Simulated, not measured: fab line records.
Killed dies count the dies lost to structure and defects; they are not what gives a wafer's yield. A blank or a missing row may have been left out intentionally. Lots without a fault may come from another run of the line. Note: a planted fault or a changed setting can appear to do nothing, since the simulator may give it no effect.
Matching of chambers / flow sky130 / SKY_CONTACT_CMP_27 on cmp-01: 4 sister chambers
The step polishes, stops on SiO2, t overpolish 15 s, target thk 0 nm. 8 wafers are shown with their chamber, then 12 later ones without.

## WAFERS PAIRED WITH THEIR CHAMBERS
wafer=L083.4; chamber=1; motor_current_A (A)=10.9; time_to_endpoint_s (s)=79
wafer=L084.5; chamber=2; motor_current_A (A)=12.0; time_to_endpoint_s (s)=76
wafer=L086.1; chamber=0; motor_current_A (A)=9.1; time_to_endpoint_s (s)=95
wafer=L086.2; chamber=3; motor_current_A (A)=12.3; time_to_endpoint_s (s)=93
wafer=L086.3; chamber=1; motor_current_A (A)=10.9; time_to_endpoint_s (s)=86
wafer=L089.1; chamber=2; motor_current_A (A)=11.3; time_to_endpoint_s (s)=79
wafer=L089.4; chamber=0; motor_current_A (A)=9.9; time_to_endpoint_s (s)=88
wafer=L089.5; chamber=3; motor_current_A (A)=12.3; time_to_endpoint_s (s)=87

## WAFERS WITHOUT THEIR CHAMBER
wafer=L088.3; motor_current_A (A)=12.4; time_to_endpoint_s (s)=83
wafer=L088.4; motor_current_A (A)=10.2; time_to_endpoint_s (s)=86
wafer=L088.6; motor_current_A (A)=12.0; time_to_endpoint_s (s)=85
wafer=L095.1; motor_current_A (A)=12.4; time_to_endpoint_s (s)=83
wafer=L095.2; motor_current_A (A)=12.5; time_to_endpoint_s (s)=90
wafer=L095.5; motor_current_A (A)=12.6; time_to_endpoint_s (s)=83
wafer=L090.1; motor_current_A (A)=11.8; time_to_endpoint_s (s)=82
wafer=L090.5; motor_current_A (A)=11.5; time_to_endpoint_s (s)=85
wafer=L090.6; motor_current_A (A)=11.1; time_to_endpoint_s (s)=79
wafer=L097.1; motor_current_A (A)=12.2; time_to_endpoint_s (s)=82
wafer=L097.2; motor_current_A (A)=11.0; time_to_endpoint_s (s)=79
wafer=L097.6; motor_current_A (A)=11.0; time_to_endpoint_s (s)=77

## THE CHAMBER EACH PASSED THROUGH
wafer=L088.3; from the rows above=can't be placed: 3 or 2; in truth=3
wafer=L088.4; from the rows above=can't be placed: 1 or 0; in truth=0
wafer=L088.6; from the rows above=can't be placed: 3 or 2 or 1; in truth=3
wafer=L095.1; from the rows above=can't be placed: 3 or 2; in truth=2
wafer=L095.2; from the rows above=3; in truth=3
wafer=L095.5; from the rows above=can't be placed: 3 or 2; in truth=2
wafer=L090.1; from the rows above=can't be placed: 2 or 3 or 1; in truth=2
wafer=L090.5; from the rows above=can't be placed: 1 or 2 or 3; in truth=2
wafer=L090.6; from the rows above=can't be placed: 1 or 2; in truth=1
wafer=L097.1; from the rows above=can't be placed: 2 or 3 or 1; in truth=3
wafer=L097.2; from the rows above=can't be placed: 1 or 2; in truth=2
wafer=L097.6; from the rows above=can't be placed: 1 or 2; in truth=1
Correct placement for 1 of the 12. Can't be placed from these rows: 11 (the true chamber is among the candidates in 11). Placed wrongly: 0.
How it was worked out, from the rows above alone: a wafer's distance from a chamber is the root of the sum, over the readings, of the square of ((its reading less the chamber's mean) divided by the reading's scatter). If the next closest chamber is less than 2 further off than the closest, the wafer can't be placed; otherwise it belongs to the closest. The mean given for a chamber averages the wafers shown for that chamber. The scatter: take each reading less its chamber's mean, square it, sum over the shown wafers, divide by the number of wafers less the number of chambers, and take the root.
